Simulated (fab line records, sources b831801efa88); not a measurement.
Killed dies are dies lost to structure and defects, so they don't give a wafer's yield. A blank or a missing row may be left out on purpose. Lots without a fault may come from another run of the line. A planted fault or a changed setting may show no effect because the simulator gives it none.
A struck lot beside a sound one | flow sky130 | 43 steps out of a route of 708
Sound: wafers L379.1, L379.3, L379.5. Struck: wafers L393.1, L393.3, L393.4. The cause comes at the end.
At each step with rows: each side's tool, then ch and its chambers, then its first start. Under that, the readings that differ: sound wafers | struck wafers | difference of the means | sigmas: that difference in standard deviations of wafers without a fault.
alike: readings whose means differ by less than 2 such deviations, and words and numbers that are the same on both sides. not compared: withheld readings, readings that some wafer has no value for, bounds like >300 that may hide the same value, and numbers for which the record gives no deviation and whose values overlap.
The two part at a step that has a row with sigmas, a row that says differs or no value, or rows on one side only. Numbers that don't overlap but have no deviation are shown without sigmas and don't part them. A reading that every wafer of one side lacks parts them only if that side has two wafers or more.

first, 1 step without rows for these wafers: SKY_VIA4_ETCH_12 (etches SiO2 in C4F8/O2/Ar, stops on TiN, target depth 580 nm).
SKY_VIA4_STRIP_13: strips in O2/N2.
  sound on plasma_asher-02 ch 0,1, day 43 13:47; struck on plasma_asher-02 ch 0,1, day 46 20:23
  alike: chamber_pressure_mTorr, drypump_motor_current_A, oes_product_au, strip_time_to_endpoint_s
  not compared: rf_hours_counter_h
then, 3 steps without rows for these wafers: SKY_VIA4_STRIP_14 (strips in post etch residue remover, time 1200 s); SKY_VIA4_CLEAN_15 (cleans in IPA, time 180 s); SKY_VIA4_CLEAN_16 (cleans in O3/DIW).
SKY_VIA4_SPUTTER_17: material TiN, target thk 20 nm, time 80 s.
  sound on pvd_sputter-02, day 43 14:22; struck on pvd_sputter-02, day 46 21:01
  alike: throttle_valve_pct
then, 1 step without rows for these wafers: SKY_VIA4_CVD_18 (deposits W, target thk 505 nm, time 152.14 s).
SKY_VIA4_RS_MEAS_19: measures by four-point-probe.
  sound on film_metro-02, day 43 14:44; struck on film_metro-03, day 46 21:13
  alike: VIA4_W_RS
SKY_VIA4_THK_MEAS_20: measures by xrf.
  sound on film_metro-02, day 43 14:52; struck on film_metro-03, day 46 21:20
  alike: VIA4_W_THK
then, 1 step without rows for these wafers: SKY_VIA4_CMP_21 (polishes, stops on SiO2, t overpolish 23.17 s, target thk 0 nm).
SKY_METAL5_SPUTTER_00: material Ti, target thk 15 nm, time 10 s.
  sound on pvd_sputter-03, day 43 15:13; struck on pvd_sputter-01, day 46 21:42
  alike: throttle_valve_pct
SKY_METAL5_SPUTTER_01: material TiN, target thk 20 nm, time 16.7 s.
  sound on pvd_sputter-03, day 43 15:14; struck on pvd_sputter-01, day 46 21:43
  alike: throttle_valve_pct
SKY_METAL5_SPUTTER_02: material AlCu, target thk 1150 nm, time 61.2 s.
  sound on pvd_sputter-03, day 43 15:16; struck on pvd_sputter-01, day 46 21:45
  alike: throttle_valve_pct
then, 1 step without rows for these wafers: SKY_METAL5_SPUTTER_03 (material Ti, target thk 5 nm, time 3.3 s).
SKY_METAL5_SPUTTER_04: material TiN, target thk 70 nm, time 58.3 s.
  sound on pvd_sputter-03, day 43 15:20; struck on pvd_sputter-01, day 46 21:49
  alike: throttle_valve_pct
SKY_METAL5_RS_MEAS_05: measures by four-point-probe.
  sound on film_metro-02, day 43 15:23; struck on film_metro-04, day 46 21:52
  alike: METAL5_ALCU_RS
SKY_METAL5_THK_MEAS_06: measures by xrf.
  sound on film_metro-02, day 43 15:31; struck on film_metro-04, day 46 21:59
  alike: METAL5_ALCU_THK
then, 14 steps without rows for these wafers: SKY_METAL5_DEHYDRATE_07 (time 60 s); SKY_METAL5_HMDS_08 (prime time 60 s); SKY_METAL5_COAT_09 (resist thk 1800 nm); SKY_METAL5_SOFTBAKE_10 (time 60 s); SKY_METAL5_EXPOSE_11 (exposes mask MM5, target cd 1600 nm); SKY_METAL5_PEB_12; SKY_METAL5_DEVELOP_13 (develop time 60 s); SKY_METAL5_DESCUM_14 (chemistry O2, time 11 s); SKY_METAL5_METAL_ETCH_15 (etches the open film in Cl2/BCl3, stops on SiO2, target depth 1260 nm, time 252 s); SKY_METAL5_STRIP_16 (strips in O2/N2); SKY_METAL5_STRIP_17 (strips in post etch residue remover, time 1200 s); SKY_METAL5_CLEAN_18 (cleans in IPA, time 180 s); SKY_METAL5_CLEAN_19 (cleans in O3/DIW); SKY_PASSIVATION_CVD_00 (deposits SiO2, target thk 90 nm).
SKY_PASSIVATION_THK_MEAS_01:
  sound on film_metro-01, day 44 14:54; struck on film_metro-01, day 47 18:33
  alike: PASSIVATION_CVD_00_THK
then, 1 step without rows for these wafers: SKY_PASSIVATION_CVD_02 (deposits Si3N4, target thk 540 nm).
SKY_PASSIVATION_THK_MEAS_03:
  sound on film_metro-04, day 44 15:11; struck on film_metro-04, day 47 18:50
  alike: PASSIVATION_CVD_02_THK
then, 8 steps without rows for these wafers: SKY_PASSIVATION_DEHYDRATE_04 (time 60 s); SKY_PASSIVATION_HMDS_05 (prime time 60 s); SKY_PASSIVATION_COAT_06 (resist thk 3000 nm); SKY_PASSIVATION_SOFTBAKE_07; SKY_PASSIVATION_EXPOSE_08 (exposes mask NSM, target cd 3000 nm); SKY_PASSIVATION_PEB_09; SKY_PASSIVATION_DEVELOP_10 (develop time 60 s); SKY_PASSIVATION_ETCH_11 (etches the open film in CF4/O2, stops on AlCu, target depth 725 nm, time 161.1 s).
SKY_PAD_OPEN_PROBE_99:
  sound on prober-01, day 46 12:35; struck on prober-01, day 49 10:20
  reading                               | sound              | struck            | difference | sigmas
  defect_limited_yield (%)              | 83.5 82.9 83.1     | 76.2 75.6 76.0    | -7.2       | -4
  killed_at_M4_up                       | 2 3 3              | 18 51 48          | +36        | +23
  killed_dies                           | 81 84 83           | 117 120 118       | +36        | +4
  killed_on_rim                         | 16 13 20           | 27 21 25          | +8         | +2
  sort_bin_3_pad_short (%)              | 1.6 0.8 0.4        | 2.4 3.3 2.0       | +1.6       | +4
  sort_bin_5_function (%)               | 9.8 10.0 8.9       | 13.8 14.8 14.8    | +4.9       | +3
  sort_n_pass                           | 411 408 409        | 375 372 374       | -36        | -4
  sort_yield_pct (%)                    | 83.5 82.9 83.1     | 76.2 75.6 76.0    | -7.2       | -4
  model.etest.tester.sort_n_pass        | 411 408 409        | 375 372 374       | -36        |
  model.etest.tester.sort_yield_pct (%) | 83.54 82.93 83.13  | 76.22 75.61 76.02 | -7.25      |
  model.etest.tester.sort_bin_5_pct (%) | 9.756 9.959 8.943  | 13.82 14.84 14.84 | +4.95      |
  model.etest.tester.sort_bin_3_pct (%) | 1.626 0.813 0.4065 | 2.439 3.252 2.033 | +1.626     |
  alike: killed_at_M0_to_M3, killed_at_contacts, killed_at_front_end, killed_at_other, killed_open, killed_short, sort_bin_6_memory

WHERE THEY PART
Only at SKY_PAD_OPEN_PROBE_99, within this record.

WHY: what the simulator had put in
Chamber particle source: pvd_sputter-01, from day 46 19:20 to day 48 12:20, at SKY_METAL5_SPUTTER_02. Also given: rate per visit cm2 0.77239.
